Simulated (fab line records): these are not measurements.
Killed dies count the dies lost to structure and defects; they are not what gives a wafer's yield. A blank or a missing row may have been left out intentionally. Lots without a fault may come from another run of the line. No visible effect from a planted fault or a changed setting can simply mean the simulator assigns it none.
A struck lot beside a sound one | flow sky130 | 17 out of 708 route steps
Sound: the wafers L243.2, L243.5, L243.6. Struck: wafer L253.4 (L253.3, L253.5, from the same lot, were not struck and are left out); the cause is given at the end.
Per side, at each step with rows, come the tool, then ch with its chambers, and then its first start. Under that, the readings that differ: sound wafers | struck wafers | difference of the means | sigmas: that difference in standard deviations of wafers without a fault.
alike: a reading whose means differ by less than 2 such deviations, as well as words and numbers matching on both sides. not compared: withheld readings; readings where some wafer has no value; bounds like >300 that might hide an equal value; numbers whose values overlap and for which the record gives no deviation.
Wherever a step has rows on one side only, a row that says differs or no value, or a row with sigmas, the two part there. Non-overlapping numbers with no deviation appear without sigmas and do not part them. Lack of a reading on every wafer of one side parts them only where that side has two or more wafers.

first, 3 steps without rows for these wafers: SKY_VIA2_EXPOSE_09 (exposes mask VIM2, target cd 200 nm); SKY_VIA2_PEB_10; SKY_VIA2_DEVELOP_11 (develop time 60 s).
SKY_VIA2_CD_MEAS_12: target cd 200 nm.
  struck on cd-sem-02, day 41 14:20; sound on cd-sem-01, day 39 03:13
  alike: cd-nm
SKY_VIA2_OVL_MEAS_13:
  struck on overlay-02, day 41 14:26; sound on overlay-01, day 39 03:19
  alike: VIA2_OVL
SKY_VIA2_ETCH_14: etches BARC in N2/H2, stops on SiO2, time 45.9 s, target depth 60 nm.
  sound on rie-diel-04 ch 1,2, day 39 03:20; struck on rie-diel-01 ch 3, day 41 14:27
  alike: chamber-pressure-mTorr, drypump-motor-current-A, oes-product-au, throttle-valve-pct
  not compared: rf-hours-counter-h
SKY_VIA2_ETCH_15: etches SiO2 in C4F8/O2/Ar, stops on TiN, target depth 546 nm, time 84 s.
  sound on rie-diel-04 ch 1,2, day 39 03:23; struck on rie-diel-01 ch 3, day 41 14:29
  alike: chamber-pressure-mTorr, oes-product-au
  not compared: rf-hours-counter-h
SKY_VIA2_STRIP_16: strips in O2/N2.
  sound on plasma-asher-02 ch 0,1, day 39 03:27; struck on plasma-asher-01 ch 0, day 41 14:35
  alike: chamber-pressure-mTorr, drypump-motor-current-A, oes-product-au, strip-time-to-endpoint-s
  not compared: rf-hours-counter-h
then, 3 steps without rows for these wafers: SKY_VIA2_STRIP_17 (strips in post etch residue remover, time 1200 s); SKY_VIA2_CLEAN_18 (cleans in IPA, time 180 s); SKY_VIA2_CLEAN_19 (cleans in O3/DIW).
SKY_VIA2_SPUTTER_20: material TiN, target thk 20 nm, time 80 s.
  struck on pvd-sputter-03, day 41 15:10; sound on pvd-sputter-03, day 39 04:31
  alike: throttle-valve-pct
SKY_VIA2_CVD_21: deposits W, target thk 420 nm, time 126.4 s.
  sound on cvd-w-01 ch 0,1, day 39 04:38; struck on cvd-w-01 ch 0, day 41 15:16
  reading                            | sound             | struck | difference | sigmas
  chamber-pressure-Torr (Torr)       | 39.98 39.87 40.00 | 34.66  | -5.29      | -56
  model.W_of_VIA2_CVD_21.thk-nm (nm) | 425.2 417.9 415.6 | 389.8  | -29.8      |
  alike: heater-power-w
SKY_VIA2_RS_MEAS_22: measurement is done with a four-point probe.
  struck on film-metro-02, day 41 15:23; sound on film-metro-04, day 39 04:47
  reading            | sound             | struck | difference | sigmas
  VIA2_W_RS (ohm/sq) | 0.269 0.273 0.275 | 0.294  | +0.022     | +7
SKY_VIA2_THK_MEAS_23: measures by xrf.
  struck on film-metro-02, day 41 15:29; sound on film-metro-04, day 39 04:53
  reading         | sound       | struck | difference | sigmas
  VIA2_W_THK (nm) | 436 429 426 | 395    | -35        | -5
SKY_VIA2_CMP_24: polishes, stops on SiO2, t overpolish 20 s, target thk 0 nm.
  sound on cmp-02 ch 0,1,2, day 39 05:05; struck on cmp-01 ch 3, day 41 15:35
  alike: motor-current-A, retaining-ring-pressure-frac
-- the record jumps here: 8 days lie between the struck wafers' starts before and after (it left off in module VIA2 and takes up again in module PAD_OPEN, whose first step shown is number 708 of the route) --
SKY_PAD_OPEN_PROBE_99:
  struck on prober-01, day 49 18:34; sound on prober-02, day 47 20:31
  reading         | sound | struck | difference | sigmas
  killed-at-other | 1 2 0 | 0      | -1         | -2
  alike: defect-limited-yield, killed_at_M0_to_M3, killed_at_M4_up, killed-at-contacts, killed-at-front-end, killed-dies, killed-open, killed-short, sort_bin_3_pad_short, sort_bin_5_function, sort_bin_6_memory, sort-n-pass, sort-yield-pct

WHERE THEY PART
First at SKY_VIA2_CVD_21; last, within this record, at SKY_PAD_OPEN_PROBE_99.

WHY: the cause the simulator had injected
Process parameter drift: cvd-w-01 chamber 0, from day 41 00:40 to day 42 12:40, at SKY_VIA2_CVD_21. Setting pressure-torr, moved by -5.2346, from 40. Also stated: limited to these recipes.
